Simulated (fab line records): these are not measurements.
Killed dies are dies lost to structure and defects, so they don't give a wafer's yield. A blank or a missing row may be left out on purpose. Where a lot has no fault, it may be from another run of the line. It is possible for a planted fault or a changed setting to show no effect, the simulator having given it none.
fab line records + flow sky130
[record]
- lots = 5
- wafers = 15
- lastDay = 49
route steps=708 shown PWDE@50 NWELL@56 PAD_OPEN@708
lots that met no fault: from a run of the same line without faults
startH: start of the lot's first displayed wafer, in hours after the record's first day + waitH: hours from the lot's prior step to this one + " repeats the value in the row above + L1.1+2: one row covering several wafers at once + - no value, or no start was given + * or withheld: withheld + < > ~ a bound
route shown NAME@n: names a module that has steps shown in the file, with the first one's number in the route + usual: mean/standard deviation taken from wafers without a fault + same: alike in all rows + chamber/n: place in a boat + sites: readings site by site + _std_site: the values' standard deviation + _edge_site: the outer-site mean with the inner-site mean subtracted + radiusMm: how far each site lies from the wafer's centre + mask NAME#n: copy n + behind: the tool/chamber that last shaped the wafer + hold: the reason the lot was held/the length of the hold in hours/how it ended + device: which transistor (n, p or np) failed to switch + end of line: at the end of the route, the tests of the same wafers + a step given without rows: its recipe and nothing more + killed: count of dies lost to structure and defects at first sort (not the wafer's yield) + map: the dies of a wafer, with x for killed, . for not killed, _ for no die there
set.NAME: the setting as run; set.NAME@STEP: as run at that earlier step + model.NAME: the simulator's own value behind a step, which no gauge read
lots at some steps of the route; a table a step, a row a wafer
services: the hour from which a tool's chamber was out of use, counted from the record's first day as startH (under 0 if before that day), plus the number of hours and why
[[steps]]
[step SKY_PWDE_PEB_05]
[recipe]
- tempC = 115
- timeS = withheld
[step SKY_PWDE_DEVELOP_06]
[recipe]
- wallAngleDeg = 90
- developer = TMAH
- developTimeS = 60
- devTempC = 23
[step SKY_PWDE_OVL_MEAS_07]
[usual]
- PWDE_OVL = -0.5/1.4
| lot.wafer | tool       | chamber | startH | waitH | PWDE_OVL[nm] |
|-----------|------------|---------|--------|-------|--------------|
| L899.2    | overlay-02 | -       | 72.56  | -     | -1.9         |
| L899.3    | "          | -       | "      | "     | -2.7         |
| L899.6    | "          | -       | "      | "     | -1.4         |
| L900.1    | overlay-01 | -       | 78.89  | -     | 0.6          |
| L900.2    | "          | -       | "      | "     | 0.5          |
| L900.5    | "          | -       | "      | "     | 0.5          |
| L905.3    | overlay-01 | -       | 108.67 | -     | -0.5         |
| L905.5    | "          | -       | "      | "     | 0.1          |
| L905.6    | "          | -       | "      | "     | 0.0          |
| L906.2    | overlay-02 | -       | 113.07 | -     | -1.9         |
| L906.4    | "          | -       | "      | "     | 1.0          |
| L906.5    | "          | -       | "      | "     | 0.1          |
| L917.1    | overlay-02 | -       | 175.45 | -     | -2.6         |
| L917.4    | "          | -       | "      | "     | -2.2         |
| L917.6    | "          | -       | "      | "     | -1.3         |
[step SKY_PWDE_IMPLANT_08]
[recipe]
- species = B
- energyKev = 150
- doseCm2 = 3.6e+12
- tiltDeg = withheld
[step SKY_PWDE_STRIP_09]
[recipe]
- chemistry = O2/N2
- powerW = 1400
- pressureMtorr = 1500
- platenTempC = withheld
- o2FlowSccm = 3000
- n2FlowSccm = 300
- overashFraction = 0.5
[usual]
- drypumpMotorCurrentA = 5.6/0.53
- oesProductAu = 0.722/0.0047
- stripTimeToEndpointS = 36.89/0.12
| lot.wafer | tool           | chamber | startH | waitH | drypumpMotorCurrentA | oesProductAu | rfHoursCounterH | stripTimeToEndpointS |
|-----------|----------------|---------|--------|-------|----------------------|--------------|-----------------|----------------------|
| L899.2    | plasmaAsher-03 | 1       | 72.74  | 0.1   | 5.4                  | 0.728        | 39              | 36.74                |
| L899.3    | "              | 0       | "      | "     | 6.1                  | 0.725        | -               | 36.77                |
| L899.6    | "              | 1       | "      | "     | 5.4                  | 0.715        | -               | 36.78                |
| L900.1    | plasmaAsher-01 | 0       | 79.07  | 0.1   | 5.2                  | 0.717        | 39              | 37.00                |
| L900.2    | "              | 1       | "      | "     | 6.1                  | 0.719        | 39              | 36.83                |
| L900.5    | "              | 0       | "      | "     | 5.2                  | 0.724        | -               | 36.99                |
| L905.3    | plasmaAsher-01 | 0       | 108.87 | 0.1   | 5.2                  | 0.726        | -               | 37.04                |
| L905.5    | "              | 0       | "      | "     | 5.2                  | 0.721        | -               | 37.03                |
| L905.6    | "              | 1       | "      | "     | 6.1                  | 0.726        | -               | 37.07                |
| L906.2    | plasmaAsher-01 | 1       | 113.27 | 0.1   | 6.0                  | 0.716        | 43              | 36.74                |
| L906.4    | "              | 1       | "      | "     | 6.1                  | 0.715        | -               | 36.73                |
| L906.5    | "              | 0       | "      | "     | 5.2                  | 0.721        | -               | 36.80                |
| L917.1    | plasmaAsher-03 | 1       | 175.64 | 0.1   | 5.4                  | 0.711        | 5               | 36.95                |
| L917.4    | "              | 1       | "      | "     | 5.4                  | 0.723        | -               | 36.95                |
| L917.6    | "              | 0       | "      | "     | 6.1                  | 0.720        | -               | 36.92                |
[step SKY_PWDE_TW_MEAS_10]
[usual]
- PWDE_TW = 372/4
| lot.wafer | tool         | chamber | startH | waitH | PWDE_TW |
|-----------|--------------|---------|--------|-------|---------|
| L899.2    | filmMetro-04 | -       | 72.89  | 0.1   | 371     |
| L899.3    | "            | -       | "      | "     | 370     |
| L899.6    | "            | -       | "      | "     | 370     |
| L900.1    | filmMetro-04 | -       | 79.17  | 0.1   | 368     |
| L900.2    | "            | -       | "      | "     | 372     |
| L900.5    | "            | -       | "      | "     | 371     |
| L905.3    | filmMetro-01 | -       | 108.96 | 0.1   | 373     |
| L905.5    | "            | -       | "      | "     | 378     |
| L905.6    | "            | -       | "      | "     | 373     |
| L906.2    | filmMetro-01 | -       | 113.38 | 0.1   | 375     |
| L906.4    | "            | -       | "      | "     | 377     |
| L906.5    | "            | -       | "      | "     | 373     |
| L917.1    | filmMetro-04 | -       | 175.74 | 0.1   | 369     |
| L917.4    | "            | -       | "      | "     | 369     |
| L917.6    | "            | -       | "      | "     | 368     |
[step SKY_NWELL_DEHYDRATE_03]
[recipe]
- tempC = 200
- timeS = 60
[step SKY_NWELL_HMDS_04]
[recipe]
- primeTimeS = 60
- primeTempC = 120
[step SKY_NWELL_COAT_05]
[recipe]
- spinRpm = 2000
- resistThkNm = 3000
[step SKY_NWELL_SOFTBAKE_06]
[recipe]
- tempC = 110
- timeS = withheld
[step SKY_NWELL_EXPOSE_07]
[recipe]
- maskId = NWM
- na = 0.6
- sourceShape = conventional
- sigmaOuter = 0.6
- polarization = unpolarized
- targetCdNm = 840
- doseMj = 255
[step SKY_NWELL_PEB_08]
[recipe]
- tempC = 115
- timeS = withheld
[step SKY_NWELL_DEVELOP_09]
[recipe]
- wallAngleDeg = 90
- developer = TMAH
- developTimeS = 60
- devTempC = 23
| lot.wafer  | tool          | chamber | startH | waitH |
|------------|---------------|---------|--------|-------|
| L899.2+3+6 | lithoTrack-03 | 0       | 89     | -     |
| L900.1+2+5 | lithoTrack-02 | 0       | 96     | -     |
| L905.3+5+6 | lithoTrack-02 | 0       | 126    | -     |
| L906.2+4+5 | lithoTrack-03 | 0       | 130    | -     |
| L917.1+4+6 | lithoTrack-02 | 0       | 196    | -     |
[step SKY_NWELL_OVL_MEAS_10]
[usual]
- NWELL_00_OVL = 0.2/1.1
| lot.wafer | tool       | chamber | startH | waitH | NWELL_00_OVL[nm] |
|-----------|------------|---------|--------|-------|------------------|
| L899.2    | overlay-02 | -       | 89.71  | -     | -0.3             |
| L899.3    | "          | -       | "      | "     | 0.1              |
| L899.6    | "          | -       | "      | "     | -0.2             |
| L900.1    | overlay-02 | -       | 96.16  | -     | -0.3             |
| L900.2    | "          | -       | "      | "     | -1.9             |
| L900.5    | "          | -       | "      | "     | -0.6             |
| L905.3    | overlay-01 | -       | 126.97 | -     | -0.7             |
| L905.5    | "          | -       | "      | "     | 0.1              |
| L905.6    | "          | -       | "      | "     | -1.4             |
| L906.2    | overlay-01 | -       | 130.91 | -     | -                |
| L906.4    | "          | -       | "      | "     | -1.6             |
| L906.5    | "          | -       | "      | "     | -0.2             |
| L917.1    | overlay-01 | -       | 197.01 | -     | 0.5              |
| L917.4    | "          | -       | "      | "     | 1.0              |
| L917.6    | "          | -       | "      | "     | 1.2              |
[step SKY_NWELL_IMPLANT_11]
[recipe]
- species = P
- energyKev = 400
- doseCm2 = 1.9e+13
- tiltDeg = withheld
[step SKY_PAD_OPEN_PROBE_99]
[usual]
- killed_at_M0_to_M3 = 42/7.7
- killed_at_M4_up = 3.1/1.9
- killedAtContacts = 24/4.9
- killedAtFrontEnd = 15/4.6
- killedAtOther = 0.3/0.51
- killedDies = 85/9.9
- killedOnRim = 17/4.1
- killedOpen = 47/7.1
- killedShort = 38/6.7
[same]
- grossDies = 492
- killedAtBackSide = 0
| lot.wafer | tool      | chamber | startH  | waitH | killed_at_M0_to_M3 | killed_at_M4_up | killedAtContacts | killedAtFrontEnd | killedAtOther | killedDies | killedOnRim | killedOpen | killedShort |
|-----------|-----------|---------|---------|-------|--------------------|-----------------|------------------|------------------|---------------|------------|-------------|------------|-------------|
| L905.5    | prober-02 | -       | 1122.03 | 0.2   | 46                 | 1               | 17               | 18               | 0             | 82         | 21          | 46         | 35          |
| L906.2    | prober-01 | -       | 1126.43 | 0.1   | 45                 | 2               | 17               | 428              | 0             | 492        | 96          | 42         | 39          |
| L906.4    | prober-01 | -       | 1126.53 | 0.2   | 44                 | 2               | 16               | 17               | 1             | 80         | 10          | 40         | 40          |
| L906.5    | prober-01 | -       | 1126.58 | 0.2   | 42                 | 2               | 27               | 8                | 1             | 80         | 20          | 45         | 35          |
// killed by level:class
L905.5 VIA1:geometricParticle:open=15 CONTACT:geometricParticle:open=8 VIA3:geometricParticle:open=7 METAL2:geometricParticle:short=6 LI_CONTACT:geometricParticle:open=5 VIA2:geometricParticle:open=5 FIELD_ISO:geometricParticle:short=4 VIA2:geometricParticle:short=4
L906.2 NWELL:areaDevelop=411 VIA1:geometricParticle:open=11 VIA2:geometricParticle:open=9 SPACER:geometricParticle:open=5 CONTACT:geometricParticle:open=5 METAL1:geometricParticle:short=5 VIA3:geometricParticle:short=5 VIA3:geometricParticle:open=5
L906.4 LI_CONTACT:geometricParticle:open=8 VIA1:geometricParticle:open=7 METAL2:geometricParticle:short=7 VIA2:geometricParticle:open=6 VIA3:geometricParticle:open=6 FIELD_ISO:geometricParticle:short=4 VIA1:geometricParticle:short=4 METAL1:geometricParticle:short=4
L906.5 VIA1:geometricParticle:open=13 LI_CONTACT:geometricParticle:open=10 CONTACT:geometricParticle:open=7 VIA3:geometricParticle:open=7 LI_CONTACT:geometricParticle:short=6 METAL1:geometricParticle:short=5 VIA2:geometricParticle:open=4 FIELD_ISO:geometricParticle:short=3
// map L906.2 (x killed, . not)
__________xxxxxxxxxx_________
________xxxxxxxxxxxxxx_______
______xxxxxxxxxxxxxxxxxx_____
_____xxxxxxxxxxxxxxxxxxxx____
____xxxxxxxxxxxxxxxxxxxxxx___
___xxxxxxxxxxxxxxxxxxxxxxxx__
__xxxxxxxxxxxxxxxxxxxxxxxxxx_
_xxxxxxxxxxxxxxxxxxxxxxxxxxxx
_xxxxxxxxxxxxxxxxxxxxxxxxxxxx
_xxxxxxxxxxxxxxxxxxxxxxxxxxxx
_xxxxxxxxxxxxxxxxxxxxxxxxxxxx
_xxxxxxxxxxxxxxxxxxxxxxxxxxxx
_xxxxxxxxxxxxxxxxxxxxxxxxxxxx
_xxxxxxxxxxxxxxxxxxxxxxxxxxxx
_xxxxxxxxxxxxxxxxxxxxxxxxxxxx
__xxxxxxxxxxxxxxxxxxxxxxxxxx_
___xxxxxxxxxxxxxxxxxxxxxxxx__
____xxxxxxxxxxxxxxxxxxxxxx___
_____xxxxxxxxxxxxxxxxxxxx____
______xxxxxxxxxxxxxxxxxx_____
________xxxxxxxxxxxxxx_______
__________xxxxxxxxxx_________
// map L899.2 (x killed, . not)
__________.....x.x.._________
________.....x.....x.._______
______..xx.x.......x...x_____
_____x.........x..x......____
____..x.....xx.....x...x..___
___.x.x....x..x...........x__
__..x..x.x.....x....x...x..x_
_xx...x.xx..x.....x......xx.x
_.x.....................x....
_....x...x....x.x..x....x.x..
_........x.....x.......xx....
_.x............x.........x...
_................xx......x...
_xx.x.x.....x......x...x.x..x
_....x.x.......x.........x.x.
__x.................x..x...._
___x.x....xxx....x..xx.....__
____x........x...........x___
_____....x.x...x..x......____
______.........x........_____
________.....x....x..._______
__________..xxx....x_________
[[services]]
| tool           | chamber | startH | hours | kind      |
|----------------|---------|--------|-------|-----------|
| plasmaAsher-03 | -       | 108.75 | 9.0   | pm        |
| plasmaAsher-03 | 0       | 108.75 | 9.0   | ventCycle |
| plasmaAsher-03 | 1       | 108.75 | 9.0   | ventCycle |
| plasmaAsher-03 | 0       | 117.75 | -     | clean     |
| plasmaAsher-03 | 1       | 117.75 | -     | clean     |
| plasmaAsher-03 | -       | 139.75 | 6.9   | repair    |
[[key]]
[firstSign]
- step = SKY_NWELL_OVL_MEAS_10
- reading = NWELL_00_OVL
- direction = missing
[effect]
- step = SKY_PAD_OPEN_PROBE_99
- reading = killedAtFrontEnd
- direction = up
- sigmas = 89
- usual = 15
- struck = 428
[moreKillsBornAt]
- SKY_NWELL_DEVELOP_09@lithoTrack-03 = 411
metAt SKY_NWELL_DEVELOP_09
struckWafers L906.2
testerLeftOut L906
onsetBetween 89 130
[fault]
- kind = processParameterDrift
- tool = lithoTrack-03
- chamber = -
- onsetH = 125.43
- steps = SKY_NWELL_DEVELOP_09
- channel = developTimeS
- offset = *
- shape = step
- endH = 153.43
- scope = struckWafersOnly
- actsIn = *
- stated = *
// testerLeftOut: of these lots the tester's yield and bins aren't shown, on N5 and GAA mostly nor the transistor test; their killed dies are dies lost to structure and defects alone, not to doping, threshold or leakage, so they don't give the yield
